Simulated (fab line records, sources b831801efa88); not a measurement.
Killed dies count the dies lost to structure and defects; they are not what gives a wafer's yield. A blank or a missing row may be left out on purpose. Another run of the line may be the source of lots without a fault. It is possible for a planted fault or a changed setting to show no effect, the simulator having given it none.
Code-filled problem report in 8D (eight disciplines) form    flow gf180mcu    the parts of the form that need people (team, actions taken, sign-off) are left out

## 1. WHAT IS WRONG
V3_CVD_02_THK at GF_V3_THK_MEAS_03 reads a mean of 300 nm on 6 wafers of 2 lots; wafers without a fault read 851 nm with a standard deviation of 13. That is -42 standard deviations from the usual mean.
The first sign was on wafer L990.1 at day 25 00:25, on film-metro-04. The record has a number at this step for 36 wafers belonging to 12 lots. Rule for "out", or "out of limits": more than 4 standard deviations from the usual mean. The other wafers with a number count as sound.

## 2. WHAT IT IS; WHAT IT IS NOT
question                     is                            is not
which readings at this step  V3_CVD_02_THK                 -
which lots                   L990, L992                    L101, L102, L103, L981, L982, L983, L984, L988, L998, L999
which wafers of those lots   all that have a number        -
read on which gauges         film-metro-02, film-metro-04  film-metro-01
when                         from day 25 00:25             up to then (15 sound wafers); but 15 sound wafers of L101, L102, L103, L998, L999 came after

## 3. SUSPECTS, AND WHAT RULES EACH OUT
Counting: a tool stays on the suspect list if, at a process step up to the reading, it processed all lots that are out and no sound lot following the first of them.
- ruled out: the gauge at GF_V3_THK_MEAS_03. 2 gauges (film-metro-02, film-metro-04) read the wafers that are out.
- pecvd-03 at GF_V3_CVD_02 (deposits SiO2 from TEOS, target thk 850 nm, time 94.851 s): kept. It ran every lot that is out, first L990 (day 25 00:20), and no sound lot after that; its last sound lot up to then is L984 (day 22 22:45). Its own readings are out on those wafers: run-length-s.
Remaining after the count: pecvd-03 at GF_V3_CVD_02.

## 4. THE CAUSE (what the simulator had put in)
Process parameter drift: pecvd-03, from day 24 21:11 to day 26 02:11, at GF_V3_CVD_02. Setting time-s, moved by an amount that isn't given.
This tool alone remained once counting was done.

## 5. THE EFFECT CHAIN, in route order
Each row: a reading where the mean over the struck wafers with a number is more than 3 standard deviations away from the usual. Readings are gone through only where the record gives a usual standard deviation; hours: the median, over the lots, of the time from a lot's start at the first step in this table giving one to that lot's start at this step; sigmas: the change measured in usual standard deviations.
hours  step               reading         usual       on struck wafers  change  sigmas
0      GF_V3_CVD_02       run-length-s    122.5 s     60.9              -61.6   -88
0      GF_V3_THK_MEAS_03  V3_CVD_02_THK   851 nm      300               -551    -42
-      GF_V3_ETCH_17      oes-product-au  0.856 a.u.  0.604             -0.252  -55
The process steps in it:
- GF_V3_CVD_02: deposits SiO2 from TEOS, target thk 850 nm, time 94.851 s.
- GF_V3_ETCH_17: etches SiO2 in C4F8/O2/Ar, stops on TiN, target depth 635 nm.

## 6. WHAT WOULD HAVE CAUGHT IT SOONER
Counted from the fault's start at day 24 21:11, it took 3 hours until the first out-of-limits reading at a measuring or inspecting step in this record, taken at day 25 00:25.
Tool's own readings at GF_V3_CVD_02, run-length-s: out on all struck wafers the step has rows for; an alarm limit on them would have tripped on the first.
Of the lots that are out (2), L992 began GF_V3_CVD_02 on pecvd-03 after day 25 00:25. Putting the tool on hold at that point would have spared it.
